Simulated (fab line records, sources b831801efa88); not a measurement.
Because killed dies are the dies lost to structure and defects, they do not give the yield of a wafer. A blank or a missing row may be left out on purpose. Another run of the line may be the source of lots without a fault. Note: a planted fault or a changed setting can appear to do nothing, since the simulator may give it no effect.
fab line records	flow sky130
record: lots: 24	wafers: 72	last_day: 50
route steps=708 shown FIELD_ISO@14 LOCAL_INTERCONNECT@399 CONTACT@430 CAPM@538 METAL3@565 VIA3@595
lots that met no fault: from a run of the same line without faults
start_h: start of the lot's first displayed wafer, in hours after the record's first day	wait_h: time in hours since the lot's previous step	" the same as in the row above	L1.1+2: several wafers, shown together as one row	- either no value or no given start	* or withheld: withheld	< > ~ a bound
route shown NAME@n: names a module that has steps shown in the file, with the first one's number in the route	usual: the fault-free wafers' mean and standard deviation	same: alike in all rows	chamber/n: place in a boat	sites: per-site readings	_std_site: the values' standard deviation	_edge_site: outer sites' mean less inner sites'	radius_mm: how far each site lies from the wafer's centre	mask NAME#n: copy n	behind: the tool/chamber that last shaped the wafer	hold: what put the lot on hold/how long, in hours/how the hold closed	device: whichever transistor did not switch (one of n, p or np)	end of line: tests run on the same wafers once the route is complete	a step given without rows: its recipe and nothing more	killed: count of dies lost to structure and defects at first sort (not the wafer's yield)	map: per-die view of a wafer (x killed, . not killed, _ where there is no die)
set.NAME: setting as actually run; set.NAME@STEP: the setting as run at that earlier step	model.NAME: the simulator's own value behind a step, which no gauge read
steps of the route over a sample of lots; a table a step, a row a wafer
services: when a tool's chamber went out of use (start_h, in hours from the record's first day, below 0 if earlier), for how many hours, and the reason
== steps ==
step: SKY_FIELD_ISO_CD_MEAS_13
recipe: target_cd_nm: 150
usual: cd_nm: 149.5/1.6
lot.wafer	tool	chamber	start_h	wait_h	cd_nm
L074.1	cd_sem-01	-	29.39	-	149.4
L074.3	"	-	"	"	148.9
L074.5	"	-	"	"	149.9
L075.3	cd_sem-02	-	34.54	-	151.2
L075.4	"	-	"	"	149.8
L075.5	"	-	"	"	150.8
L076.2	cd_sem-02	-	40.01	-	150.5
L076.5	"	-	"	"	149.5
L076.6	"	-	"	"	151.0
L077.1	cd_sem-02	-	42.69	-	150.6
L077.3	"	-	"	"	150.1
L077.5	"	-	"	"	150.8
L078.3	cd_sem-01	-	52.09	-	151.7
L078.4	"	-	"	"	149.7
L078.6	"	-	"	"	149.5
L079.1	cd_sem-02	-	55.19	-	148.3
L079.3	"	-	"	"	149.2
L079.5	"	-	"	"	148.5
L080.1	cd_sem-02	-	63.09	-	150.5
L080.2	"	-	"	"	150.2
L080.6	"	-	"	"	150.7
L081.1	cd_sem-01	-	67.69	-	148.7
L081.4	"	-	"	"	149.2
L081.6	"	-	"	"	148.8
L083.1	cd_sem-02	-	74.89	-	148.6
L083.2	"	-	"	"	147.4
L083.6	"	-	"	"	147.4
L082.2	cd_sem-01	-	75.07	-	146.4
L082.3	"	-	"	"	146.1
L082.5	"	-	"	"	146.4
L084.1	cd_sem-02	-	84.39	-	154.0
L084.2	"	-	"	"	152.4
L084.3	"	-	"	"	151.8
L085.1	cd_sem-01	-	84.74	-	148.5
L085.2	"	-	"	"	150.3
L085.6	"	-	"	"	148.5
L086.2	cd_sem-02	-	93.18	-	149.4
L086.3	"	-	"	"	150.7
L086.6	"	-	"	"	150.1
L087.1	cd_sem-02	-	96.55	-	151.1
L087.5	"	-	"	"	152.5
L087.6	"	-	"	"	152.9
L088.2	cd_sem-01	-	101.81	-	149.8
L088.3	"	-	"	"	148.7
L088.5	"	-	"	"	149.0
L089.1	cd_sem-02	-	105.74	-	148.9
L089.3	"	-	"	"	147.3
L089.6	"	-	"	"	148.8
L090.4	cd_sem-01	-	112.81	-	148.8
L090.5	"	-	"	"	150.4
L090.6	"	-	"	"	149.9
L091.2	cd_sem-02	-	117.41	-	149.2
L091.4	"	-	"	"	149.5
L091.5	"	-	"	"	149.4
L092.3	cd_sem-01	-	126.53	-	150.0
L092.4	"	-	"	"	150.5
L092.6	"	-	"	"	150.7
L093.2	cd_sem-01	-	129.56	-	150.2
L093.4	"	-	"	"	149.4
L093.5	"	-	"	"	150.4
L094.1	cd_sem-01	-	135.59	-	150.2
L094.4	"	-	"	"	149.0
L094.6	"	-	"	"	148.8
L095.1	cd_sem-01	-	137.50	-	147.4
L095.4	"	-	"	"	148.6
L095.6	"	-	"	"	147.1
L096.3	cd_sem-01	-	146.23	-	151.1
L096.4	"	-	"	"	150.5
L096.5	"	-	"	"	151.7
L097.2	cd_sem-02	-	151.91	-	147.6
L097.3	"	-	"	"	146.7
L097.5	"	-	"	"	148.0
step: SKY_LOCAL_INTERCONNECT_OVL_MEAS_12
usual: LOCAL_INTERCONNECT_OVL: 1/6
lot.wafer	tool	chamber	start_h	wait_h	LOCAL_INTERCONNECT_OVL[nm]
L074.1	overlay-02	-	694.85	0.1	4
L074.3	"	-	"	"	-1
L074.5	"	-	"	"	0
L075.3	overlay-01	-	726.08	0.1	5
L075.4	"	-	"	"	2
L075.5	"	-	"	"	7
L076.2	overlay-02	-	740.78	0.1	-7
L076.5	"	-	"	"	-6
L076.6	"	-	"	"	-6
L077.1	overlay-02	-	750.00	0.1	3
L077.3	"	-	"	"	-2
L077.5	"	-	"	"	5
L078.3	overlay-02	-	767.92	0.1	-9
L078.4	"	-	"	"	0
L078.6	"	-	"	"	-1
L079.1	overlay-02	-	769.26	0.1	-1
L079.3	"	-	"	"	12
L079.5	"	-	"	"	6
L081.1	overlay-01	-	771.46	0.1	0
L081.4	"	-	"	"	-8
L081.6	"	-	"	"	4
L080.1	overlay-02	-	772.52	0.1	-3
L080.2	"	-	"	"	-2
L080.6	"	-	"	"	0
L083.1	overlay-01	-	773.01	0.1	-8
L083.2	"	-	"	"	-4
L083.6	"	-	"	"	-1
L082.2	overlay-01	-	775.42	0.1	-4
L082.3	"	-	"	"	-4
L082.5	"	-	"	"	-4
L084.1	overlay-01	-	788.51	0.1	6
L084.2	"	-	"	"	11
L084.3	"	-	"	"	11
L085.1	overlay-01	-	792.66	0.1	-10
L085.2	"	-	"	"	-5
L085.6	"	-	"	"	-8
L086.2	overlay-01	-	801.31	0.1	3
L086.3	"	-	"	"	12
L086.6	"	-	"	"	7
L087.1	overlay-01	-	812.32	0.1	5
L087.5	"	-	"	"	2
L087.6	"	-	"	"	5
L088.2	overlay-01	-	820.56	0.1	8
L088.3	"	-	"	"	10
L088.5	"	-	"	"	7
L089.1	overlay-01	-	822.16	0.1	-1
L089.3	"	-	"	"	-10
L089.6	"	-	"	"	-5
L090.4	overlay-02	-	826.43	0.1	0
L090.5	"	-	"	"	-13
L090.6	"	-	"	"	-4
L091.2	overlay-02	-	836.72	0.1	6
L091.4	"	-	"	"	4
L091.5	"	-	"	"	2
L092.3	overlay-01	-	858.88	0.1	3
L092.4	"	-	"	"	10
L092.6	"	-	"	"	8
L093.2	overlay-02	-	866.47	0.1	-2
L093.4	"	-	"	"	-7
L093.5	"	-	"	"	4
L095.1	overlay-01	-	870.57	0.1	6
L095.4	"	-	"	"	5
L095.6	"	-	"	"	10
L094.1	overlay-02	-	872.88	0.1	6
L094.4	"	-	"	"	4
L094.6	"	-	"	"	4
L096.3	overlay-02	-	874.67	0.1	8
L096.4	"	-	"	"	8
L096.5	"	-	"	"	8
L097.2	overlay-01	-	888.22	0.1	0
L097.3	"	-	"	"	-6
L097.5	"	-	"	"	0
step: SKY_CONTACT_CVD_24
recipe: material: W	target_thk_nm: 340	time_s: 102.12	temp_c: 400	pressure_torr: 40
usual: heater_power_w: 889/100
lot.wafer	tool	chamber	start_h	wait_h	heater_power_w
L074.1	cvd_w-01	0	724.20	0.0	866
L074.3	"	0	"	"	871
L074.5	"	0	"	"	861
L075.3	cvd_w-02	1	754.82	0.1	811
L075.4	"	0	"	"	1059
L075.5	"	0	"	"	1016
L076.2	cvd_w-02	0	769.88	0.0	1051
L076.5	"	0	"	"	1014
L076.6	"	1	"	"	800
L077.1	cvd_w-01	0	778.39	0.0	871
L077.3	"	0	"	"	860
L077.5	"	0	"	"	877
L078.3	cvd_w-02	1	795.36	0.1	786
L078.4	"	0	"	"	1040
L078.6	"	0	"	"	1061
L079.1	cvd_w-01	0	798.61	0.0	882
L079.3	"	0	"	"	873
L079.5	"	0	"	"	856
L081.1	cvd_w-01	1	799.87	0.0	834
L081.4	"	1	"	"	851
L081.6	"	0	"	"	872
L080.1	cvd_w-01	0	801.38	0.0	874
L080.2	"	1	"	"	841
L080.6	"	1	"	"	817
L083.1	cvd_w-02	0	801.78	0.0	1052
L083.2	"	1	"	"	780
L083.6	"	0	"	"	1061
L082.2	cvd_w-02	0	804.37	0.0	1035
L082.3	"	1	"	"	755
L082.5	"	1	"	"	781
L084.1	cvd_w-02	1	817.86	0.0	766
L084.2	"	0	"	"	1043
L084.3	"	0	"	"	1032
L085.1	cvd_w-02	1	821.04	0.0	789
L085.2	"	0	"	"	1028
L085.6	"	1	"	"	792
L086.2	cvd_w-01	0	829.27	0.0	869
L086.3	"	1	"	"	814
L086.6	"	0	"	"	868
L087.1	cvd_w-01	0	840.72	0.0	858
L087.5	"	1	"	"	824
L087.6	"	0	"	"	875
L088.2	cvd_w-01	0	849.32	0.1	870
L088.3	"	0	"	"	879
L088.5	"	0	"	"	894
L089.1	cvd_w-02	1	850.68	0.0	784
L089.3	"	0	"	"	1057
L089.6	"	0	"	"	1050
L090.4	cvd_w-01	0	854.73	0.1	886
L090.5	"	0	"	"	877
L090.6	"	0	"	"	889
L091.2	cvd_w-02	1	866.16	0.0	787
L091.4	"	1	"	"	782
L091.5	"	1	"	"	787
L092.3	cvd_w-01	1	886.61	0.1	837
L092.4	"	0	"	"	888
L092.6	"	1	"	"	840
L093.2	cvd_w-01	1	893.98	0.0	837
L093.4	"	1	"	"	813
L093.5	"	1	"	"	834
L095.1	cvd_w-02	0	898.04	0.0	1067
L095.4	"	1	"	"	814
L095.6	"	1	"	"	790
L094.1	cvd_w-02	1	900.09	0.0	779
L094.4	"	0	"	"	1007
L094.6	"	1	"	"	784
L096.3	cvd_w-02	1	902.45	0.1	798
L096.4	"	0	"	"	1056
L096.5	"	0	"	"	1024
L097.2	cvd_w-02	1	915.42	0.0	798
L097.3	"	0	"	"	1054
L097.5	"	1	"	"	787
step: SKY_CAPM_THK_MEAS_01
recipe: reads: SiO2_of_CAPM_CVD_00
usual: CAPM_CVD_00_THK: 15.47/0.19
lot.wafer	tool	chamber	start_h	wait_h	CAPM_CVD_00_THK[nm]
L074.1	film_metro-04	-	838.85	-	15.31
L074.3	"	-	"	"	15.52
L074.5	"	-	"	"	15.72
L075.3	film_metro-04	-	867.73	-	15.09
L075.4	"	-	"	"	15.10
L075.5	"	-	"	"	14.98
L076.2	film_metro-04	-	881.80	-	15.55
L076.5	"	-	"	"	15.60
L076.6	"	-	"	"	15.61
L077.1	film_metro-03	-	891.00	-	15.53
L077.3	"	-	"	"	15.37
L077.5	"	-	"	"	15.62
L078.3	film_metro-04	-	905.95	-	15.44
L078.4	"	-	"	"	15.62
L078.6	"	-	"	"	15.28
L079.1	film_metro-02	-	907.60	-	15.41
L079.3	"	-	"	"	15.28
L079.5	"	-	"	"	15.52
L081.1	film_metro-04	-	909.50	-	15.41
L081.4	"	-	"	"	15.83
L081.6	"	-	"	"	15.64
L080.1	film_metro-02	-	910.24	-	15.40
L080.2	"	-	"	"	15.07
L080.6	"	-	"	"	15.43
L083.1	film_metro-04	-	912.09	-	15.30
L083.2	"	-	"	"	15.43
L083.6	"	-	"	"	15.40
L082.2	film_metro-03	-	915.24	-	15.41
L082.3	"	-	"	"	15.63
L082.5	"	-	"	"	15.67
L084.1	film_metro-02	-	930.19	-	15.40
L084.2	"	-	"	"	15.56
L084.3	"	-	"	"	15.50
L085.1	film_metro-03	-	931.63	-	15.20
L085.2	"	-	"	"	15.28
L085.6	"	-	"	"	15.59
L086.2	film_metro-02	-	937.10	-	15.51
L086.3	"	-	"	"	15.53
L086.6	"	-	"	"	15.75
L087.1	film_metro-04	-	949.09	-	15.52
L087.5	"	-	"	"	15.70
L087.6	"	-	"	"	15.85
L088.2	film_metro-04	-	956.93	-	15.37
L088.3	"	-	"	"	15.34
L088.5	"	-	"	"	15.56
L089.1	film_metro-02	-	958.04	-	15.04
L089.3	"	-	"	"	15.11
L089.6	"	-	"	"	15.36
L090.4	film_metro-04	-	962.02	-	15.59
L090.5	"	-	"	"	15.75
L090.6	"	-	"	"	15.62
L091.2	film_metro-03	-	972.70	-	15.73
L091.4	"	-	"	"	15.70
L091.5	"	-	"	"	15.75
L092.3	film_metro-04	-	991.61	-	15.26
L092.4	"	-	"	"	15.49
L092.6	"	-	"	"	15.51
L093.2	film_metro-02	-	997.26	-	15.13
L093.4	"	-	"	"	15.61
L093.5	"	-	"	"	15.42
L095.1	film_metro-04	-	1002.04	-	15.45
L095.4	"	-	"	"	15.43
L095.6	"	-	"	"	15.64
L094.1	film_metro-04	-	1005.99	-	15.27
L094.4	"	-	"	"	15.37
L094.6	"	-	"	"	15.52
L096.3	film_metro-04	-	1006.95	-	15.38
L096.4	"	-	"	"	15.48
L096.5	"	-	"	"	15.44
L097.2	film_metro-04	-	1016.76	-	15.60
L097.3	"	-	"	"	15.41
L097.5	"	-	"	"	15.68
step: SKY_METAL3_DESCUM_15
recipe: chemistry: O2	source_power_w: 150	bias_power_w: 0	pressure_mtorr: 10	temp_c: 40	time_s: 8
usual: chamber_pressure_mTorr: 10.001/0.01	drypump_motor_current_A: 5.9/0.42	he_backside_leak_sccm: 3.30/0.19	oes_product_au: 1.003/0.0082
lot.wafer	tool	chamber	start_h	wait_h	chamber_pressure_mTorr	drypump_motor_current_A	he_backside_leak_sccm	oes_product_au	rf_hours_counter_h
L074.1	rie_metal-02	1	890.84	0.0	10.016	5.7	3.22	1.003	7
L074.3	"	0	"	"	9.990	5.4	3.25	1.012	-
L074.5	"	0	"	"	10.000	5.4	3.15	1.010	-
L075.3	rie_metal-01	1	918.39	0.0	9.984	6.5	3.65	0.996	-
L075.4	"	0	"	"	10.003	6.3	3.61	0.996	-
L075.5	"	1	"	"	10.001	6.5	3.58	1.013	-
L076.2	rie_metal-04	1	932.85	0.0	9.989	5.4	3.06	1.007	2
L076.5	"	1	"	"	10.003	5.5	3.11	1.002	-
L076.6	"	0	"	"	9.998	5.6	3.23	0.996	-
L077.1	rie_metal-01	0	939.18	0.0	9.993	6.3	3.35	0.997	12
L077.3	"	1	"	"	10.020	6.5	3.48	1.007	-
L077.5	"	1	"	"	10.001	6.5	3.18	1.008	-
L078.3	rie_metal-02	0	956.26	0.0	9.984	5.4	3.04	1.011	-
L078.4	"	1	"	"	10.001	5.7	2.95	1.005	-
L078.6	"	0	"	"	10.003	5.4	3.25	1.009	-
L079.1	rie_metal-01	1	957.32	0.0	10.004	6.5	3.45	0.996	7
L079.3	"	1	"	"	10.001	6.5	3.67	1.001	-
L079.5	"	0	"	"	10.006	6.3	3.37	1.002	-
L081.1	rie_metal-02	1	958.98	0.0	10.001	5.7	3.19	0.993	8
L081.4	"	1	"	"	9.997	5.7	3.13	0.996	-
L081.6	"	1	"	"	9.974	5.7	3.08	1.008	-
L080.1	rie_metal-04	1	960.05	0.0	10.007	5.5	3.20	1.004	3
L080.2	"	0	"	"	10.015	5.6	3.24	1.011	19
L080.6	"	0	"	"	10.015	5.7	3.28	1.014	-
L083.1	rie_metal-01	0	962.40	0.0	10.002	6.3	3.41	0.992	13
L083.2	"	1	"	"	9.998	6.5	3.15	1.002	7
L083.6	"	1	"	"	10.011	6.5	3.23	1.009	-
L082.2	rie_metal-04	0	965.03	0.0	10.004	5.6	3.13	1.004	19
L082.3	"	0	"	"	10.001	5.6	3.12	1.013	-
L082.5	"	0	"	"	9.984	5.6	3.34	1.014	-
L084.1	rie_metal-02	0	978.65	0.0	9.994	5.4	3.30	0.997	18
L084.2	"	1	"	"	9.994	5.7	2.95	0.997	10
L084.3	"	1	"	"	9.995	5.7	3.11	0.982	-
L085.1	rie_metal-01	0	980.89	0.0	9.985	6.3	3.39	0.997	14
L085.2	"	1	"	"	9.988	6.5	3.48	0.999	8
L085.6	"	0	"	"	10.012	6.3	3.41	1.001	-
L086.2	rie_metal-04	1	986.05	0.0	10.000	5.6	3.51	1.014	5
L086.3	"	1	"	"	9.995	5.5	3.50	1.004	-
L086.6	"	0	"	"	9.988	5.6	3.23	1.001	-
L087.1	rie_metal-04	0	997.89	0.0	10.003	5.6	3.13	1.003	21
L087.5	"	0	"	"	10.008	5.6	3.29	1.010	-
L087.6	"	1	"	"	9.997	5.6	3.29	1.007	-
L088.2	rie_metal-01	0	1004.65	0.0	10.004	6.2	3.54	0.995	14
L088.3	"	1	"	"	10.001	6.5	3.49	0.997	-
L088.5	"	0	"	"	10.008	6.3	3.36	0.992	-
L089.1	rie_metal-04	0	1005.84	0.0	10.005	5.6	3.36	1.002	21
L089.3	"	0	"	"	9.993	5.6	3.17	0.996	-
L089.6	"	1	"	"	9.993	5.5	3.38	1.005	-
L090.4	rie_metal-04	0	1009.25	0.0	9.999	5.7	3.25	1.001	-
L090.5	"	1	"	"	10.001	5.5	3.23	1.007	-
L090.6	"	0	"	"	10.017	5.6	3.23	0.985	-
L091.2	rie_metal-02	0	1019.25	0.0	10.003	5.4	3.30	0.998	20
L091.4	"	1	"	"	10.001	5.8	3.04	1.000	-
L091.5	"	0	"	"	9.998	5.4	3.40	1.011	-
L092.3	rie_metal-01	1	1037.70	0.0	10.012	6.5	3.50	1.000	-
L092.4	"	0	"	"	9.999	6.3	3.53	1.000	-
L092.6	"	1	"	"	9.988	6.5	3.41	1.011	-
L093.2	rie_metal-01	0	1042.29	0.0	10.016	6.3	3.55	1.018	17
L093.4	"	1	"	"	10.007	6.5	3.54	1.016	-
L093.5	"	0	"	"	9.992	6.3	3.49	0.997	-
L095.1	rie_metal-01	1	1046.94	0.0	9.992	6.5	3.28	0.995	11
L095.4	"	1	"	"	10.000	6.5	3.35	1.006	-
L095.6	"	1	"	"	10.000	6.5	3.52	0.998	-
L094.1	rie_metal-02	1	1049.39	0.0	10.014	5.7	3.19	1.012	15
L094.4	"	1	"	"	10.011	5.8	3.16	0.992	-
L094.6	"	0	"	"	9.997	5.4	3.16	1.016	-
L096.3	rie_metal-02	0	1052.35	0.0	10.024	5.4	3.23	1.013	-
L096.4	"	1	"	"	10.007	5.7	3.06	1.007	-
L096.5	"	0	"	"	10.011	5.4	3.17	1.022	-
L097.2	rie_metal-02	1	1060.94	0.0	10.007	5.7	3.05	0.988	15
L097.3	"	1	"	"	10.001	5.7	3.24	1.007	-
L097.5	"	0	"	"	10.002	5.4	3.15	1.007	-
step: SKY_VIA3_RS_MEAS_22
recipe: thk_meas_gauge: four-point-probe	reads: W_of_VIA3_CVD_21+TiN_of_VIA3_SPUTTER_20
usual: VIA3_W_RS: 0.292/0.0035
lot.wafer	tool	chamber	start_h	wait_h	VIA3_W_RS[ohm/sq]
L074.1	film_metro-02	-	918.82	0.1	0.294
L074.3	"	-	"	"	0.288
L074.5	"	-	"	"	0.289
L075.3	film_metro-01	-	945.50	0.1	0.295
L075.4	"	-	"	"	0.296
L075.5	"	-	"	"	0.297
L076.2	film_metro-01	-	959.19	0.1	0.293
L076.5	"	-	"	"	0.295
L076.6	"	-	"	"	0.288
L077.1	film_metro-01	-	966.60	0.2	0.296
L077.3	"	-	"	"	0.295
L077.5	"	-	"	"	0.296
L078.3	film_metro-03	-	982.86	0.1	0.283
L078.4	"	-	"	"	0.288
L078.6	"	-	"	"	0.286
L079.1	film_metro-03	-	983.92	0.1	0.296
L079.3	"	-	"	"	0.300
L079.5	"	-	"	"	0.297
L081.1	film_metro-02	-	985.49	0.1	0.292
L081.4	"	-	"	"	0.289
L081.6	"	-	"	"	0.290
L080.1	film_metro-01	-	986.43	0.1	0.297
L080.2	"	-	"	"	0.295
L080.6	"	-	"	"	0.295
L083.1	film_metro-01	-	989.01	0.1	0.292
L083.2	"	-	"	"	0.292
L083.6	"	-	"	"	0.293
L082.2	film_metro-02	-	991.29	0.1	0.288
L082.3	"	-	"	"	0.288
L082.5	"	-	"	"	0.293
L084.1	film_metro-02	-	1004.43	0.1	0.291
L084.2	"	-	"	"	0.295
L084.3	"	-	"	"	0.293
L085.1	film_metro-01	-	1008.14	0.1	0.294
L085.2	"	-	"	"	0.298
L085.6	"	-	"	"	0.295
L086.2	film_metro-03	-	1012.00	0.1	0.292
L086.3	"	-	"	"	0.290
L086.6	"	-	"	"	0.293
L087.1	film_metro-01	-	1023.31	0.1	0.297
L087.5	"	-	"	"	0.288
L087.6	"	-	"	"	0.293
L088.2	film_metro-03	-	1030.02	0.2	0.291
L088.3	"	-	"	"	0.292
L088.5	"	-	"	"	0.290
L089.1	film_metro-01	-	1031.04	0.1	0.296
L089.3	"	-	"	"	0.295
L089.6	"	-	"	"	0.293
L090.4	film_metro-03	-	1034.19	0.1	0.292
L090.5	"	-	"	"	0.291
L090.6	"	-	"	"	0.291
L091.2	film_metro-01	-	1044.05	0.1	0.289
L091.4	"	-	"	"	0.292
L091.5	"	-	"	"	0.289
L092.3	film_metro-01	-	1061.54	0.1	0.293
L092.4	"	-	"	"	0.295
L092.6	"	-	"	"	0.292
L093.2	film_metro-02	-	1065.99	0.1	0.291
L093.4	"	-	"	"	0.294
L093.5	"	-	"	"	0.292
L095.1	film_metro-01	-	1071.27	0.1	0.288
L095.4	"	-	"	"	0.287
L095.6	"	-	"	"	0.284
L094.1	film_metro-01	-	1073.13	0.1	0.291
L094.4	"	-	"	"	0.297
L094.6	"	-	"	"	0.294
L096.3	film_metro-02	-	1076.21	0.1	0.288
L096.4	"	-	"	"	0.296
L096.5	"	-	"	"	0.294
L097.2	film_metro-03	-	1084.63	0.1	0.293
L097.3	"	-	"	"	0.292
L097.5	"	-	"	"	0.287
== services ==
tool	chamber	start_h	hours	kind
rie_metal-02	-	707.05	0.8	repair
cvd_w-01	1	717.69	9.3	repair
cvd_w-02	0	725.14	2.4	repair
rie_metal-01	0	725.22	4.6	repair
rie_metal-02	1	791.89	1.4	repair
cvd_w-02	1	807.10	5.2	repair
rie_metal-04	-	817.85	1.0	repair
rie_metal-01	0	823.68	3.1	repair
rie_metal-04	-	844.59	1.9	repair
cvd_w-01	1	845.77	10.6	repair
cvd_w-02	-	847.07	0.7	repair
rie_metal-04	-	866.96	0.1	repair
rie_metal-01	1	875.61	3.7	repair
cvd_w-01	-	904.00	14.0	pm
rie_metal-02	1	917.19	34.6	repair
rie_metal-04	-	957.90	1.4	pm
cvd_w-02	1	964.27	5.6	repair
rie_metal-01	-	966.51	2.8	pm
rie_metal-01	-	975.36	3.6	repair
rie_metal-01	-	982.06	14.6	pm
cvd_w-02	-	1006.53	0.9	repair
rie_metal-04	-	1009.38	4.3	pm
rie_metal-02	0	1028.91	2.1	repair
rie_metal-04	1	1033.61	4.0	repair
== key ==
fault none
